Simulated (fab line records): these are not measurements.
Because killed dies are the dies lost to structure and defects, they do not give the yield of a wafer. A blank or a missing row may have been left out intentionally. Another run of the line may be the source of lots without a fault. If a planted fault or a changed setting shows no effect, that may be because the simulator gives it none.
Which tool was responsible? -- flow gf180mcu -- Sampling: 13 lots, 39 wafers, 3 of 602 route steps

## WHAT THE GAUGES READ, wafer by wafer
GF_DUAL_GATE_THK_MEAS_03.
lot,measured,on,DUAL_GATE_OXIDATION_00_THK (nm)
L191,day 7 20:24,film metro-01,11.08 11.09 11.08
L194,day 8 13:05,film metro-01,11.13 11.04 11.22
L195,day 8 20:41,film metro-01,10.89 11.02 11.29
L196,day 9 02:34,film metro-02,10.75 11.04 11.01
L198,day 9 15:58,film metro-02,11.32 11.21 11.30
L199,day 9 22:31,film metro-01,10.92 10.86 10.80
L200,day 10 03:25,film metro-03,12.52 12.38 12.48
L203,day 11 00:29,film metro-02,10.67 10.78 10.81
L204,day 11 06:14,film metro-01,12.75 12.73 12.77
L211,day 13 05:46,film metro-01,10.64 10.83 10.97
L212,day 13 13:20,film metro-02,10.57 10.61 10.87
L213,day 14 06:20,film metro-01,10.59 10.54 10.59
L214,day 14 07:58,film metro-01,10.86 10.87 10.63

GF_V1_OVL_MEAS_15.
lot,measured,on,V1_OVL (nm)
L191,day 18 11:07,overlay-02,-6 -9 -7
L194,day 19 07:46,overlay-02,6 7 4
L195,day 20 00:59,overlay-02,4 -1 -1
L196,day 20 04:47,overlay-01,-8 -4 -2
L198,day 21 00:43,overlay-01,0 3 2
L199,day 21 07:04,overlay-02,-1 -1 -1
L200,day 21 10:47,overlay-01,-3 0 -2
L203,day 22 16:04,overlay-01,5 0 0
L204,day 23 00:32,overlay-01,7 5 6
L211,day 25 05:33,overlay-01,-3 3 -4
L212,day 25 12:46,overlay-02,10 11 7
L213,day 26 07:40,overlay-01,-2 5 3
L214,day 26 09:25,overlay-01,-3 -1 7

## EACH LOT AND THE TOOL THAT RAN IT (in order: tool; ch and the chambers of the sampled wafers; start)
lot,GF_DUAL_GATE_OXIDATION_02
L191,"furnace-01 ch 0, day 7 18:58"
L194,"furnace-01 ch 0, day 8 11:38"
L195,"furnace-01 ch 0, day 8 19:13"
L196,"furnace-01 ch 0, day 9 01:07"
L198,"furnace-01 ch 0, day 9 14:31"
L199,"furnace-01 ch 0, day 9 21:04"
L200,"furnace-01 ch 0, day 10 01:56"
L203,"furnace-02 ch 0, day 10 23:02"
L204,"furnace-01 ch 0, day 11 04:47"
L211,"furnace-02 ch 0, day 13 04:19"
L212,"furnace-02 ch 0, day 13 11:53"
L213,"furnace-02 ch 0, day 14 04:53"
L214,"furnace-02 ch 0, day 14 06:31"
- GF_DUAL_GATE_OXIDATION_02: stabilise 600 s, purge 300 s, target thk 10.887 nm.

## AS READ BY THE TOOLS THEMSELVES (means over the sampled wafers that have a number; for cases with no such wafer, the mark the record gives instead)
The record holds no such reading with a usual standard deviation.

## THE ANSWER, worked out from the rows above alone
Rule: the usual values come from the lots themselves. The widest of any qualifying gaps counts: lots, ordered by their means at a reading, are off when they make up no more than a third of the lots, leave a main group of 4 or more, and stand apart from it by 3 or more times the standard deviation of that group's means. If all means in a main group match to the digits the tables above print for the reading, that group is not used. A lot without any number at a reading at which 4 lots or more have one is off too. Any other lot the step has rows for is counted as sound. First the gauges in route order, then the tools' own readings, where a lot's mean is used as printed above. At the first step where some lot is off, the reading lying furthest off is the one used; lots without a number count as furthest.
Off: at GF_DUAL_GATE_THK_MEAS_03 (DUAL_GATE_OXIDATION_00_THK), L200, L204. The main group: mean 10.91 nm, standard deviation 0.2.
A tool fits if, at a process step before that reading, it ran every lot that is off, and no sound lot after the first of them. The gauges at GF_DUAL_GATE_THK_MEAS_03 are tried like those tools. One candidate fits, namely furnace-01 at GF_DUAL_GATE_OXIDATION_02. A fault onset in the window from L199 (day 9 21:04, its last sound lot) to L200 (day 10 01:56, its first lot off) fits.

## WHAT THE SIMULATOR PUT IN
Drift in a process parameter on furnace-01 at GF_DUAL_GATE_OXIDATION_02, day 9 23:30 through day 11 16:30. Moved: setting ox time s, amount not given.
Struck lots among those shown: L200, L204. Same finding as the rule above.
